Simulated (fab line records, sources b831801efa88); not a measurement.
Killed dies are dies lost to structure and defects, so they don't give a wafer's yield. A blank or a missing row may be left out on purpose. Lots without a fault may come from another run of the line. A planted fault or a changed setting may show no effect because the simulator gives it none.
fab line records | flow sky130
record lots=6 wafers=18 last_day=50
route steps=708 shown VIA4@645 METAL5@661 PAD_OPEN@708
lots that met no fault: from a run of the same line without faults
start_h: hours from the record's first day to the start of the lot's first wafer shown | wait_h: hours since the lot's step before | " the same as in the row above | L1.1+2: a row that stands for several wafers | - no value, or no start given | * or withheld: withheld | < > ~ a bound
route shown NAME@n: a module of which the file shows steps, and the number in the route of the first | usual: mean/standard deviation of fault-free wafers | same: alike in all rows | chamber/n: place in a boat | sites: the reading at each site | _std_site: their standard deviation | _edge_site: outer sites' mean less inner sites' | radius_mm: how far each site lies from the wafer's centre | mask NAME#n: copy n | behind: the tool/chamber that last shaped the wafer | hold: why the lot was held/for how many hours/how that ended | device: the transistor (n, p or np) that didn't switch | end of line: the same wafers' tests at the end of the route | a step without rows: its recipe alone | killed: dies lost to structure and defects at the first sort, not the wafer's yield | map: a wafer's dies, x killed, . not, _ none there
set.NAME: the setting as run; set.NAME@STEP: as run at that earlier step | model.NAME: the simulator's own value behind a step, which no gauge read
lots at some steps of the route; a table a step, a row a wafer
services: from which hour (start_h, from the record's first day; less than 0 if before it) a tool's chamber was out of use, for how many hours, and why
## steps
# step SKY_VIA4_COAT_06
# recipe resist=NOVOLAK spin_rpm=3000 resist_thk_nm=1140
# step SKY_VIA4_SOFTBAKE_07
# recipe temp_c=90 time_s=60 resist=NOVOLAK
# step SKY_VIA4_EXPOSE_08
# recipe mask_id=VIM4 na=0.6 source_shape=conventional sigma_outer=0.6 polarization=unpolarized target_cd_nm=800 dose_mj=132
# step SKY_VIA4_PEB_09
# recipe temp_c=withheld time_s=* resist=NOVOLAK
# step SKY_VIA4_DEVELOP_10
# recipe resist=NOVOLAK developer=TMAH develop_time_s=60 dev_temp_c=23
# step SKY_VIA4_OVL_MEAS_11
# usual VIA4_OVL=-1.1/1.5
# columns lot.wafer tool chamber start_h wait_h VIA4_OVL[nm]
L801.1 overlay-01 - 1034.43 0.1 -1.5
L801.2 " - " " -2.1
L801.6 " - " " -1.8
L804.1 overlay-02 - 1056.98 0.1 -1.9
L804.2 " - " " -3.0
L804.4 " - " " -2.7
L812.1 overlay-01 - 1109.03 0.1 -1.4
L812.5 " - " " -1.1
L812.6 " - " " -0.5
L813.2 overlay-01 - 1111.38 0.1 0.3
L813.4 " - " " -0.2
L813.5 " - " " -0.6
L817.1 overlay-01 - 1134.03 0.1 -0.8
L817.5 " - " " 0.6
L817.6 " - " " 0.3
L819.2 overlay-02 - 1150.84 0.1 -2.3
L819.4 " - " " -2.4
L819.6 " - " " -4.1
# step SKY_VIA4_ETCH_12
# recipe target=SiO2 chemistry=C4F8/O2/Ar stop_on=TiN mask_material=NOVOLAK source_w=1500 bias_w=1200 pressure_mtorr=40 c4f8_flow_sccm=withheld O2_flow_sccm=6 Ar_flow_sccm=300 time_s=withheld target_depth_a=5800
# usual bias_w=1200/3.7 oes_product_au=0.925/0.005
# columns lot.wafer tool chamber start_h wait_h bias_w oes_product_au
L801.1 rie_diel-04 1 1034.47 0.0 1198 0.927
L801.2 " 0 " " 1205 0.926
L801.6 " 2 " " 1197 0.922
L804.1 rie_diel-04 2 1057.02 0.0 1195 0.923
L804.2 " 1 " " 1194 0.934
L804.4 " 0 " " 1199 0.935
L812.1 rie_diel-04 0 1109.07 0.0 1197 0.932
L812.5 " 3 " " 1203 0.928
L812.6 " 0 " " 1200 0.926
L813.2 rie_diel-03 1 1111.41 0.0 1200 0.919
L813.4 " 2 " " 1199 0.926
L813.5 " 2 " " 1201 0.924
L817.1 rie_diel-01 1 1134.07 0.0 1196 0.925
L817.5 " 1 " " 1191 0.935
L817.6 " 0 " " 1201 0.934
L819.2 rie_diel-04 1 1150.87 0.0 1191 0.930
L819.4 " 0 " " 1198 0.930
L819.6 " 1 " " 1191 0.924
# step SKY_VIA4_STRIP_13
# recipe chemistry=O2/N2 power_w=1400 pressure_mtorr=1500 platen_temp_c=withheld o2_flow_sccm=3000 n2_flow_sccm=300 overash_fraction=0.5
# usual drypump_motor_current_A=5.7/0.48 oes_product_au=0.709/0.005 strip_time_to_endpoint_s=12.82/0.034
# columns lot.wafer tool chamber start_h wait_h drypump_motor_current_A oes_product_au rf_hours_counter_h strip_time_to_endpoint_s
L801.1 plasma_asher-02 0 1034.54 - 6.2 0.711 30 12.79
L801.2 " 1 " " 6.5 0.712 30 12.81
L801.6 " 0 " " 6.3 0.717 - 12.83
L804.1 plasma_asher-03 0 1057.09 - 5.2 0.710 60 12.85
L804.2 " 1 " " 5.7 0.713 60 12.80
L804.4 " 0 " " 5.2 0.713 - 12.79
L812.1 plasma_asher-03 1 1109.14 - 5.7 0.705 66 12.83
L812.5 " 1 " " 5.7 0.707 - 12.84
L812.6 " 0 " " 5.2 0.716 - 12.77
L813.2 plasma_asher-03 1 1111.48 - 5.7 0.708 66 12.82
L813.4 " 0 " " 5.2 0.722 - 12.83
L813.5 " 0 " " 5.2 0.712 - 12.85
L817.1 plasma_asher-04 0 1134.14 - 5.2 0.724 5 12.87
L817.5 " 1 " " 5.7 0.707 - 12.81
L817.6 " 0 " " 5.2 0.715 - 12.81
L819.2 plasma_asher-03 1 1150.94 - 5.7 0.710 70 12.84
L819.4 " 1 " " 5.7 0.712 - 12.82
L819.6 " 1 " " 5.7 0.700 - 12.81
# step SKY_VIA4_STRIP_14
# recipe chemistry=post_etch_residue_remover time_s=1200 temp_c=72.5
# step SKY_VIA4_CLEAN_15
# recipe chemistry=IPA time_s=180 temp_c=25
# step SKY_VIA4_CLEAN_16
# recipe chemistry=O3/DIW dry=n2_spin
# step SKY_VIA4_SPUTTER_17
# recipe material=TiN target_thk_nm=20 chamber_pressure_pa=5 power_w=4000 time_s=80
# usual throttle_valve_pct=29.6/0.98
# same time_s=80
# columns lot.wafer tool chamber start_h wait_h throttle_valve_pct
L801.1 pvd_sputter-03 - 1035.13 0.0 29.8
L801.2 " - " " 30.1
L801.6 " - " " 28.9
L804.1 pvd_sputter-04 - 1057.68 0.0 31.5
L804.2 " - " " 31.0
L804.4 " - " " 27.7
L812.1 pvd_sputter-02 - 1109.91 0.0 28.7
L812.5 " - " " 30.3
L812.6 " - " " 28.4
L813.2 pvd_sputter-03 - 1112.11 0.0 29.0
L813.4 " - " " 29.7
L813.5 " - " " 29.1
L817.1 pvd_sputter-03 - 1135.19 0.0 30.3
L817.5 " - " " 29.0
L817.6 " - " " 28.9
L819.2 pvd_sputter-02 - 1151.95 0.0 29.4
L819.4 " - " " 28.4
L819.6 " - " " 29.7
# step SKY_VIA4_CVD_18
# recipe material=W target_thk_nm=505 time_s=152.14 temp_c=402 pressure_torr=40
# usual chamber_pressure_Torr=40.00/0.096 heater_power_outer_w=521/80 heater_power_w=860/110 time_s=152.14/0
# columns lot.wafer tool chamber start_h wait_h chamber_pressure_Torr heater_power_outer_w heater_power_w time_s
L801.1 cvd_w-01 0 1035.19 0.0 40.05 589 955 152.14
L801.2 " 1 " " 40.13 467 793 152.14
L801.6 " 1 " " 39.85 459 807 152.14
L804.1 cvd_w-02 1 1057.74 0.0 40.03 600 948 152.14
L804.2 " 0 " " 40.03 420 717 152.14
L804.4 " 1 " " 40.15 598 949 152.14
L812.1 cvd_w-01 0 1109.98 0.0 - - - -
L812.5 " 1 " " - - - -
L812.6 " 0 " " - - - -
L813.2 cvd_w-01 1 1112.17 0.0 - - - -
L813.4 " 0 " " - - - -
L813.5 " 1 " " - - - -
L817.1 cvd_w-01 0 1135.25 0.0 40.21 608 983 152.14
L817.5 " 0 " " 40.09 599 999 152.14
L817.6 " 1 " " 39.81 468 797 152.14
L819.2 cvd_w-01 0 1152.02 0.0 39.93 613 984 152.14
L819.4 " 1 " " 40.04 464 784 152.14
L819.6 " 1 " " 40.10 450 801 152.14
# step SKY_VIA4_RS_MEAS_19
# recipe thk_meas_gauge=four-point-probe reads=W_of_VIA4_CVD_18+TiN_of_VIA4_SPUTTER_17
# usual VIA4_W_RS=0.2186/0.0021
# columns lot.wafer tool chamber start_h wait_h VIA4_W_RS[ohm/sq]
L801.1 film_metro-03 - 1035.35 0.1 0.2157
L801.2 " - " " 0.2186
L801.6 " - " " 0.2181
L804.1 film_metro-01 - 1057.90 0.1 0.2190
L804.2 " - " " 0.2185
L804.4 " - " " 0.2231
L812.1 film_metro-02 - 1110.13 0.1 55.854
L812.5 " - " " 55.336
L812.6 " - " " 55.774
L813.2 film_metro-03 - 1112.34 0.1 58.567
L813.4 " - " " 57.876
L813.5 " - " " 56.755
L817.1 film_metro-02 - 1135.40 0.1 0.2200
L817.5 " - " " 0.2202
L817.6 " - " " 0.2178
L819.2 film_metro-03 - 1152.19 0.1 0.2196
L819.4 " - " " 0.2168
L819.6 " - " " 0.2146
# step SKY_VIA4_THK_MEAS_20
# recipe thk_meas_gauge=xrf reads=W_of_VIA4_CVD_18
# usual VIA4_W_THK=532/6
# columns lot.wafer tool chamber start_h wait_h VIA4_W_THK[nm]
L801.1 film_metro-03 - 1035.47 0.1 541
L801.2 " - " " 534
L801.6 " - " " 538
L804.1 film_metro-01 - 1058.02 0.1 533
L804.2 " - " " 530
L804.4 " - " " 522
L812.1 film_metro-02 - 1110.25 0.1 -
L812.5 " - " " -
L812.6 " - " " -
L813.2 film_metro-03 - 1112.45 0.1 <0
L813.4 " - " " <0
L813.5 " - " " -
L817.1 film_metro-02 - 1135.52 0.1 523
L817.5 " - " " 525
L817.6 " - " " 532
L819.2 film_metro-03 - 1152.30 0.1 530
L819.4 " - " " 540
L819.6 " - " " 547
# step SKY_VIA4_CMP_21
# recipe stop_on=SiO2 t_overpolish_s=25 down_force_psi=3.5 platen_rpm=60 target_thk_nm=0 pad_velocity_m_s=0.94248
# usual motor_current_A=11.6/1 slurry_flow_ml_min=150.0/0.47 time_to_endpoint_s=123/4.2
# columns lot.wafer tool chamber start_h wait_h motor_current_A slurry_flow_ml_min time_to_endpoint_s
L801.2 cmp-01 2 1035.53 0.0 11.3 150.1 127
L801.1 " 0 " " 12.7 150.2 128
L801.6 " 2 " " 11.0 150.1 127
L804.2 cmp-01 0 1058.25 0.2 13.8 150.2 122
L804.4 " 1 " " 12.6 150.7 114
L804.1 " 2 " " 11.7 149.6 121
L812.1 cmp-01 2 1110.67 0.4 11.9 150.0 0
L812.6 " 0 " " 14.1 150.2 0
L812.5 " 1 " " 11.8 149.1 0
L813.2 cmp-02 2 1112.60 0.1 10.9 150.1 0
L813.4 " 3 " " 11.2 149.5 3
L813.5 " 1 " " 10.5 148.7 2
L817.1 cmp-02 0 1136.10 0.6 12.2 149.0 121
L817.6 " 2 " " 10.8 149.3 117
L817.5 " 3 " " 11.7 149.4 119
L819.2 cmp-02 1 1152.35 0.0 10.7 149.6 118
L819.4 " 2 " " 11.2 149.5 120
L819.6 " 1 " " 10.9 149.8 125
# step SKY_METAL5_SPUTTER_00
# recipe material=Ti target_thk_nm=15 power_w=3000 time_s=10 chamber_pressure_pa=0.4
# usual throttle_valve_pct=30.4/1.4
# same time_s=10
# columns lot.wafer tool chamber start_h wait_h throttle_valve_pct
L801.1 pvd_sputter-02 - 1035.83 0.1 29.4
L801.2 " - " " 30.3
L801.6 " - " " 28.4
L804.1 pvd_sputter-01 - 1058.50 0.1 31.8
L804.2 " - " " 32.5
L804.4 " - " " 29.6
L812.1 pvd_sputter-02 - 1110.87 0.1 28.3
L812.5 " - " " 30.4
L812.6 " - " " 28.7
L813.2 pvd_sputter-02 - 1112.80 0.1 28.5
L813.4 " - " " 30.2
L813.5 " - " " 28.4
L817.1 pvd_sputter-01 - 1136.30 0.1 29.7
L817.5 " - " " 32.1
L817.6 " - " " 31.8
L819.2 pvd_sputter-01 - 1152.65 0.2 31.8
L819.4 " - " " 32.2
L819.6 " - " " 31.6
# step SKY_PAD_OPEN_PROBE_99
# usual defect_limited_yield=82.2/1.9 killed_at_M0_to_M3=43/6.3 killed_at_M4_up=3.3/1.7 killed_at_contacts=24/5.4 killed_at_front_end=16/4.6 killed_at_other=0.4/0.7 killed_dies=87/9.4 killed_open=47/6.9 killed_short=39/6.1 sort_bin_3_pad_short=0.9/0.45 sort_bin_5_function=10.6/1.5 sort_bin_6_memory=6.3/1.2 sort_n_pass=405/9.4 sort_yield_pct=82.2/1.9
# same gross_dies=492 killed_at_back_side=0 sort_bin_4_leakage[%]=0 sort_bin_8_speed[%]=0
# columns lot.wafer tool chamber start_h wait_h defect_limited_yield[%] killed_at_M0_to_M3 killed_at_M4_up killed_at_contacts killed_at_front_end killed_at_other killed_dies killed_open killed_short sort_bin_3_pad_short[%] sort_bin_5_function[%] sort_bin_6_memory[%] sort_n_pass sort_yield_pct[%] model.etest.via4_chain.rc_ohm
L801.1 prober-02 - 1103.45 0.1 82.7 49 8 14 14 0 85 39 44 0.6 11.8 4.9 407 82.7 0.7781
L801.2 prober-02 - 1103.50 0.1 81.1 41 2 25 24 1 93 54 39 0.8 12.4 5.7 399 81.1 0.7821
L801.6 prober-02 - 1103.70 0.2 84.1 40 5 24 9 0 78 40 38 0.4 10.0 5.5 414 84.1 0.7892
L804.1 prober-02 - 1123.95 0.1 81.9 49 5 20 15 0 89 43 45 1.6 11.2 5.3 403 81.9 0.8087
L804.2 prober-02 - 1124.00 0.1 82.3 42 6 21 18 0 87 47 38 1.8 10.6 5.3 405 82.3 0.7995
L804.4 prober-02 - 1124.10 0.2 82.1 39 3 25 20 1 88 59 29 0.2 10.6 7.1 404 82.1 0.8164
L812.1 prober-01 - 1171.15 0.1 80.9 51 2 26 15 0 94 52 42 0.4 10.6 8.1 398 80.9 0.6995
L812.5 prober-01 - 1171.35 0.2 80.1 49 6 26 17 0 98 52 46 1.4 11.0 7.5 394 80.1 0.6738
L812.6 prober-01 - 1171.40 0.2 83.1 45 0 20 18 0 83 47 36 0.2 10.6 6.1 409 83.1 0.6876
L813.2 prober-02 - 1172.25 0.1 84.3 35 5 25 12 0 77 46 31 0.8 10.0 4.9 415 84.3 0.7339
L813.4 prober-02 - 1172.35 0.2 83.3 38 4 26 14 0 82 45 37 1.0 10.2 5.5 410 83.3 0.691
L813.5 prober-02 - 1172.40 0.2 86.4 30 3 22 12 0 67 38 29 0.6 7.9 5.1 425 86.4 0.6683
L817.1 prober-02 - 1191.69 0.1 83.1 47 2 21 11 2 83 44 39 1.0 9.6 6.3 409 83.1 0.8162
L817.5 prober-02 - 1191.89 0.2 80.9 42 2 34 16 0 94 52 42 0.8 10.0 8.3 398 80.9 0.8382
L817.6 prober-02 - 1191.94 0.2 85.4 37 4 19 12 0 72 35 37 1.0 8.9 4.7 420 85.4 0.7716
L819.2 prober-01 - 1204.03 0.1 84.8 49 2 18 6 0 75 43 32 0.6 8.1 6.5 417 84.8 0.7721
L819.4 prober-01 - 1204.13 0.2 82.9 31 2 27 24 0 84 38 46 1.6 9.8 5.7 408 82.9 0.8248
L819.6 prober-01 - 1204.23 0.2 83.3 37 5 27 13 0 82 42 39 1.4 9.3 5.9 410 83.3 0.8039
# killed by level:class
L801.1 METAL1:geometric_particle:short=11 VIA1:geometric_particle:open=10 METAL2:geometric_particle:short=7 LI_CONTACT:geometric_particle:open=5 VIA1:geometric_particle:short=5 CONTACT:geometric_particle:short=5 FIELD_ISO:geometric_particle:open=4 VIA3:geometric_particle:open=4
L801.2 CONTACT:geometric_particle:open=12 VIA1:geometric_particle:open=9 METAL1:geometric_particle:short=8 VIA2:geometric_particle:open=8 FIELD_ISO:geometric_particle:open=7 LI_CONTACT:geometric_particle:open=7 FIELD_ISO:geometric_particle:short=5 POLY_GATE:geometric_particle:short=5
L801.6 VIA1:geometric_particle:open=10 LI_CONTACT:geometric_particle:open=9 CONTACT:geometric_particle:open=7 METAL2:geometric_particle:short=7 METAL1:geometric_particle:short=6 FIELD_ISO:geometric_particle:short=5 METAL4:geometric_particle:short=5 VIA3:geometric_particle:open=4
L804.1 VIA1:geometric_particle:open=12 METAL1:geometric_particle:short=8 CONTACT:geometric_particle:open=7 VIA3:geometric_particle:open=7 VIA1:geometric_particle:short=6 LI_CONTACT:geometric_particle:open=5 METAL2:geometric_particle:short=5 FIELD_ISO:geometric_particle:open=4
L804.2 VIA2:geometric_particle:open=11 CONTACT:geometric_particle:open=9 VIA1:geometric_particle:short=7 VIA1:geometric_particle:open=7 FIELD_ISO:geometric_particle:open=6 METAL1:geometric_particle:short=6 FIELD_ISO:geometric_particle:short=5 LI_CONTACT:geometric_particle:open=5
L804.4 LI_CONTACT:geometric_particle:open=10 CONTACT:geometric_particle:open=9 VIA3:geometric_particle:open=9 VIA1:geometric_particle:open=9 VIA2:geometric_particle:open=8 FIELD_ISO:geometric_particle:open=6 FIELD_ISO:geometric_particle:short=5 CONTACT:geometric_particle:short=4
L812.1 VIA2:geometric_particle:open=16 VIA1:geometric_particle:open=12 CONTACT:geometric_particle:short=8 LI_CONTACT:geometric_particle:open=6 METAL2:geometric_particle:short=6 CONTACT:geometric_particle:open=6 VIA1:geometric_particle:short=5 POLY_GATE:geometric_particle:short=4
L812.5 VIA1:geometric_particle:open=12 LI_CONTACT:geometric_particle:open=10 METAL2:geometric_particle:short=9 CONTACT:geometric_particle:open=8 METAL1:geometric_particle:short=6 LOCAL_INTERCONNECT:geometric_particle:short=5 VIA2:geometric_particle:open=5 METAL4:geometric_particle:short=5
L812.6 VIA1:geometric_particle:open=12 VIA2:geometric_particle:open=8 VIA3:geometric_particle:open=7 CONTACT:geometric_particle:open=6 METAL2:geometric_particle:short=6 VIA2:geometric_particle:short=5 FIELD_ISO:geometric_particle:open=4 SPACER:geometric_particle:short=4
L813.2 CONTACT:geometric_particle:open=9 VIA1:geometric_particle:open=8 LI_CONTACT:geometric_particle:open=7 VIA1:geometric_particle:short=6 VIA2:geometric_particle:open=6 VIA3:geometric_particle:open=5 METAL4:geometric_particle:short=5 POLY_GATE:geometric_particle:open=4
L813.4 VIA3:geometric_particle:open=9 LI_CONTACT:geometric_particle:open=7 VIA1:geometric_particle:open=6 FIELD_ISO:geometric_particle:open=6 LI_CONTACT:geometric_particle:short=5 CONTACT:geometric_particle:open=5 CONTACT:geometric_particle:short=5 METAL1:geometric_particle:short=5
L813.5 VIA1:geometric_particle:open=8 CONTACT:geometric_particle:open=7 CONTACT:geometric_particle:short=6 VIA3:geometric_particle:open=5 LI_CONTACT:geometric_particle:open=4 VIA1:geometric_particle:short=4 FIELD_ISO:geometric_particle:short=3 FIELD_ISO:geometric_particle:open=3
L817.1 VIA1:geometric_particle:open=11 VIA2:geometric_particle:open=8 LI_CONTACT:geometric_particle:open=7 LOCAL_INTERCONNECT:geometric_particle:short=5 CONTACT:geometric_particle:open=5 METAL2:geometric_particle:short=4 METAL1:geometric_particle:short=4 METAL3:geometric_particle:short=4
L817.5 CONTACT:geometric_particle:open=14 VIA1:geometric_particle:open=8 VIA3:geometric_particle:open=7 LOCAL_INTERCONNECT:geometric_particle:short=7 VIA2:geometric_particle:open=6 METAL1:geometric_particle:short=5 LI_CONTACT:geometric_particle:short=5 LI_CONTACT:geometric_particle:open=5
L817.6 CONTACT:geometric_particle:open=7 METAL3:geometric_particle:short=5 CONTACT:geometric_particle:short=4 POLY_GATE:geometric_particle:open=4 METAL4:geometric_particle:short=4 LI_CONTACT:geometric_particle:open=4 VIA1:geometric_particle:short=4 VIA3:geometric_particle:open=4
L819.2 VIA1:geometric_particle:open=10 CONTACT:geometric_particle:open=8 VIA3:geometric_particle:open=8 METAL1:geometric_particle:short=8 METAL2:geometric_particle:short=7 METAL2:geometric_particle:open=5 VIA2:geometric_particle:open=5 LI_CONTACT:geometric_particle:open=4
L819.4 VIA3:geometric_particle:open=9 FIELD_ISO:geometric_particle:open=8 LI_CONTACT:geometric_particle:open=7 FIELD_ISO:geometric_particle:short=6 LOCAL_INTERCONNECT:geometric_particle:short=6 CONTACT:geometric_particle:short=6 POLY_GATE:geometric_particle:short=5 CONTACT:geometric_particle:open=5
L819.6 LI_CONTACT:geometric_particle:open=11 VIA3:geometric_particle:open=9 CONTACT:geometric_particle:open=7 CONTACT:geometric_particle:short=5 METAL1:geometric_particle:short=5 METAL2:geometric_particle:short=5 VIA2:geometric_particle:open=5 POLY_GATE:geometric_particle:short=4
## services
# columns tool chamber start_h hours kind
pvd_sputter-01 - 1011.39 7.3 repair
rie_diel-03 0 1016.72 8.5 repair
rie_diel-03 3 1027.59 5.9 repair
rie_diel-04 2 1039.82 7.7 repair
pvd_sputter-02 - 1043.98 5.8 repair
rie_diel-01 0 1046.87 4.4 repair
rie_diel-01 2 1053.57 2.8 repair
plasma_asher-04 - 1055.34 9.0 pm
cvd_w-01 - 1068.96 6.0 pm
cmp-01 - 1069.86 2.9 pm
rie_diel-04 2 1070.10 5.7 repair
pvd_sputter-02 - 1073.47 2.4 repair
pvd_sputter-02 - 1079.52 3.3 repair
rie_diel-03 - 1081.92 3.2 repair
plasma_asher-04 - 1082.18 1.8 repair
pvd_sputter-02 - 1083.30 1.7 repair
cmp-02 - 1084.00 4.0 pm
rie_diel-04 0 1097.06 7.5 repair
cmp-01 - 1123.33 1.2 repair
cmp-01 - 1125.72 3.4 repair
cmp-01 - 1127.67 1.1 repair
cvd_w-01 0 1142.15 3.5 repair
cmp-02 - 1146.40 1.1 repair
cvd_w-01 1 1149.24 2.6 repair
## key
first_sign step=SKY_VIA4_CVD_18 reading=tool_record direction=missing
effect step=SKY_VIA4_RS_MEAS_19 reading=VIA4_W_RS direction=up sigmas=99+ usual=0.2186 struck=56.694
effect step=SKY_VIA4_THK_MEAS_20 reading=VIA4_W_THK direction=missing
effect step=SKY_VIA4_CMP_21 reading=time_to_endpoint_s direction=down sigmas=29 usual=* struck=*
model_effect step=SKY_PAD_OPEN_PROBE_99 value=etest.via4_chain.rc_ohm without=0.7884 struck=0.6923
met_at SKY_VIA4_CVD_18
struck_wafers L812.1,L812.5,L812.6,L813.2,L813.4,L813.5
onset_between 1035.19 1109.98
fault kind=skipped_step_whole tool=cvd_w-01 chamber=- onset_h=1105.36 steps=SKY_VIA4_CVD_18 scope=struck_lots_only
